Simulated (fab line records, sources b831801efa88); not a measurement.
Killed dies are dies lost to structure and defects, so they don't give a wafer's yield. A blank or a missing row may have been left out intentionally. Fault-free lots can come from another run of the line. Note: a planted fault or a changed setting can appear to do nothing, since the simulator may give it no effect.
Tool commonality check || flow sky130 || Sampled: 13 lots, 39 wafers

THE REASON FOR OPENING IT
1 of 13 lots carry a flag on the reading LDD_P_TW at SKY_LDD_P_TW_MEAS_11. No-fault wafers: 642, standard deviation 3.5.
Rule: a lot gets a flag if all its wafers with a number sit over 4 standard deviations from that mean, or if no wafer of it has a number. The rest of the lots are taken to be sound.

{"lot": "L456", "measured": "day 19 12:17", "on": "filmMetro-03", "LDD_P_TW, wafer by wafer": "640 643 643", "flag": ""}
{"lot": "L457", "measured": "day 19 20:56", "on": "filmMetro-03", "LDD_P_TW, wafer by wafer": "645 645 644", "flag": ""}
{"lot": "L458", "measured": "day 20 09:26", "on": "filmMetro-03", "LDD_P_TW, wafer by wafer": "649 647 645", "flag": ""}
{"lot": "L459", "measured": "day 21 00:47", "on": "filmMetro-01", "LDD_P_TW, wafer by wafer": "642 645 641", "flag": ""}
{"lot": "L460", "measured": "day 22 01:11", "on": "filmMetro-01", "LDD_P_TW, wafer by wafer": "643 643 643", "flag": ""}
{"lot": "L463", "measured": "day 22 13:37", "on": "filmMetro-03", "LDD_P_TW, wafer by wafer": "641 640 640", "flag": ""}
{"lot": "L466", "measured": "day 23 11:01", "on": "filmMetro-01", "LDD_P_TW, wafer by wafer": "641 643 639", "flag": ""}
{"lot": "L467", "measured": "day 23 15:26", "on": "filmMetro-03", "LDD_P_TW, wafer by wafer": "643 641 646", "flag": ""}
{"lot": "L469", "measured": "day 24 12:38", "on": "filmMetro-03", "LDD_P_TW, wafer by wafer": "30 30 30", "flag": "FLAGGED"}
{"lot": "L471", "measured": "day 25 07:13", "on": "filmMetro-03", "LDD_P_TW, wafer by wafer": "647 645 642", "flag": ""}
{"lot": "L475", "measured": "day 26 03:53", "on": "filmMetro-02", "LDD_P_TW, wafer by wafer": "638 635 635", "flag": ""}
{"lot": "L476", "measured": "day 26 16:43", "on": "filmMetro-03", "LDD_P_TW, wafer by wafer": "639 636 641", "flag": ""}
{"lot": "L477", "measured": "day 28 09:08", "on": "filmMetro-03", "LDD_P_TW, wafer by wafer": "637 638 637", "flag": ""}
Averaged over the flagged lots the numbers come to 30, -612 from the usual (-99 or more standard deviations).

TOOL THAT RAN EACH LOT
2 process steps preceding the reading are held in the record, out of 708 steps in the route. Cell contents, in order: the tool; ch with the chambers the sampled wafers went through; the start.
{"lot": "L456", "flag": "", "SKY_SONOS_ONO_STRIP_17": "plasmaAsher-01 ch 0,1, day 13 05:24", "SKY_LDD_P_EXPOSE_04": "ilineStepper-01 ch 0, day 18 21:02"}
{"lot": "L457", "flag": "", "SKY_SONOS_ONO_STRIP_17": "plasmaAsher-01 ch 0,1, day 13 15:10", "SKY_LDD_P_EXPOSE_04": "ilineStepper-01 ch 0, day 19 05:32"}
{"lot": "L458", "flag": "", "SKY_SONOS_ONO_STRIP_17": "plasmaAsher-03 ch 0,1, day 14 00:16", "SKY_LDD_P_EXPOSE_04": "ilineStepper-01 ch 0, day 19 17:58"}
{"lot": "L459", "flag": "", "SKY_SONOS_ONO_STRIP_17": "plasmaAsher-03 ch 0,1, day 14 08:38", "SKY_LDD_P_EXPOSE_04": "ilineStepper-02 ch 0, day 20 09:51"}
{"lot": "L460", "flag": "", "SKY_SONOS_ONO_STRIP_17": "plasmaAsher-02 ch 0,1, day 15 09:12", "SKY_LDD_P_EXPOSE_04": "ilineStepper-02 ch 0, day 21 10:07"}
{"lot": "L463", "flag": "", "SKY_SONOS_ONO_STRIP_17": "plasmaAsher-03 ch 0,1, day 15 22:40", "SKY_LDD_P_EXPOSE_04": "ilineStepper-02 ch 0, day 21 22:39"}
{"lot": "L466", "flag": "", "SKY_SONOS_ONO_STRIP_17": "plasmaAsher-01 ch 0,1, day 16 19:46", "SKY_LDD_P_EXPOSE_04": "ilineStepper-01 ch 0, day 22 20:29"}
{"lot": "L467", "flag": "", "SKY_SONOS_ONO_STRIP_17": "plasmaAsher-01 ch 0,1, day 16 21:03", "SKY_LDD_P_EXPOSE_04": "ilineStepper-01 ch 0, day 23 00:13"}
{"lot": "L469", "flag": "FLAGGED", "SKY_SONOS_ONO_STRIP_17": "plasmaAsher-02 ch 0,1, day 17 19:21", "SKY_LDD_P_EXPOSE_04": "ilineStepper-02 ch 0, day 23 21:55"}
{"lot": "L471", "flag": "", "SKY_SONOS_ONO_STRIP_17": "plasmaAsher-02 ch 0,1, day 18 13:48", "SKY_LDD_P_EXPOSE_04": "ilineStepper-02 ch 0, day 24 16:02"}
{"lot": "L475", "flag": "", "SKY_SONOS_ONO_STRIP_17": "plasmaAsher-01 ch 0,1, day 19 12:58", "SKY_LDD_P_EXPOSE_04": "ilineStepper-02 ch 0, day 25 13:33"}
{"lot": "L476", "flag": "", "SKY_SONOS_ONO_STRIP_17": "plasmaAsher-01 ch 0,1, day 20 03:52", "SKY_LDD_P_EXPOSE_04": "ilineStepper-02 ch 0, day 26 01:34"}
{"lot": "L477", "flag": "", "SKY_SONOS_ONO_STRIP_17": "plasmaAsher-01 ch 1, day 20 15:01", "SKY_LDD_P_EXPOSE_04": "ilineStepper-02 ch 0, day 27 18:08"}
What is done by these steps:
- SKY_SONOS_ONO_STRIP_17: strips in O2/N2.
- SKY_LDD_P_EXPOSE_04: exposes mask PSDM, target cd 380 nm.
- SKY_LDD_P_TW_MEAS_11

FLAGGED AGAINST TOTAL, ONE TOOL AT A TIME (gauges that did the reading follow at the end)
{"step": "SKY_SONOS_ONO_STRIP_17", "tool": "plasmaAsher-01", "lots run": 7, "flagged": 0, "share of the flagged lots": "none", "sound lots run after its first flagged lot": "-"}
{"step": "SKY_SONOS_ONO_STRIP_17", "tool": "plasmaAsher-02", "lots run": 3, "flagged": 1, "share of the flagged lots": "all", "sound lots run after its first flagged lot": "1 (L471)"}
{"step": "SKY_SONOS_ONO_STRIP_17", "tool": "plasmaAsher-03", "lots run": 3, "flagged": 0, "share of the flagged lots": "none", "sound lots run after its first flagged lot": "-"}
{"step": "SKY_LDD_P_EXPOSE_04", "tool": "ilineStepper-01", "lots run": 5, "flagged": 0, "share of the flagged lots": "none", "sound lots run after its first flagged lot": "-"}
{"step": "SKY_LDD_P_EXPOSE_04", "tool": "ilineStepper-02", "lots run": 8, "flagged": 1, "share of the flagged lots": "all", "sound lots run after its first flagged lot": "4 (L471,L475,L476,L477)"}
{"step": "SKY_LDD_P_TW_MEAS_11", "tool": "filmMetro-01", "lots run": 3, "flagged": 0, "share of the flagged lots": "none", "sound lots run after its first flagged lot": "-"}
{"step": "SKY_LDD_P_TW_MEAS_11", "tool": "filmMetro-02", "lots run": 1, "flagged": 0, "share of the flagged lots": "none", "sound lots run after its first flagged lot": "-"}
{"step": "SKY_LDD_P_TW_MEAS_11", "tool": "filmMetro-03", "lots run": 9, "flagged": 1, "share of the flagged lots": "all", "sound lots run after its first flagged lot": "3 (L471,L476,L477)"}

WHAT THE TABLE PERMITS
Rows of the table that ran every flagged lot, 3 in all: plasmaAsher-02 at SKY_SONOS_ONO_STRIP_17, ilineStepper-02 at SKY_LDD_P_EXPOSE_04, filmMetro-03 at SKY_LDD_P_TW_MEAS_11.
- plasmaAsher-02 at SKY_SONOS_ONO_STRIP_17: 1 of its 3 lots flagged. Sound lots followed the first flagged one (L471) on it, something a lasting fault affecting the whole tool could not allow.
- ilineStepper-02 at SKY_LDD_P_EXPOSE_04: 1 of its 8 lots flagged. Sound lots followed the first flagged one (L471, L475, L476, L477) on it, something a lasting fault affecting the whole tool could not allow.
- filmMetro-03 at SKY_LDD_P_TW_MEAS_11: 1 of its 9 lots flagged. Sound lots followed the first flagged one (L471, L476, L477) on it, something a lasting fault affecting the whole tool could not allow.
No row of the table ran every flagged lot and no sound lot after the first.

WHAT THE SIMULATOR HAD INSERTED
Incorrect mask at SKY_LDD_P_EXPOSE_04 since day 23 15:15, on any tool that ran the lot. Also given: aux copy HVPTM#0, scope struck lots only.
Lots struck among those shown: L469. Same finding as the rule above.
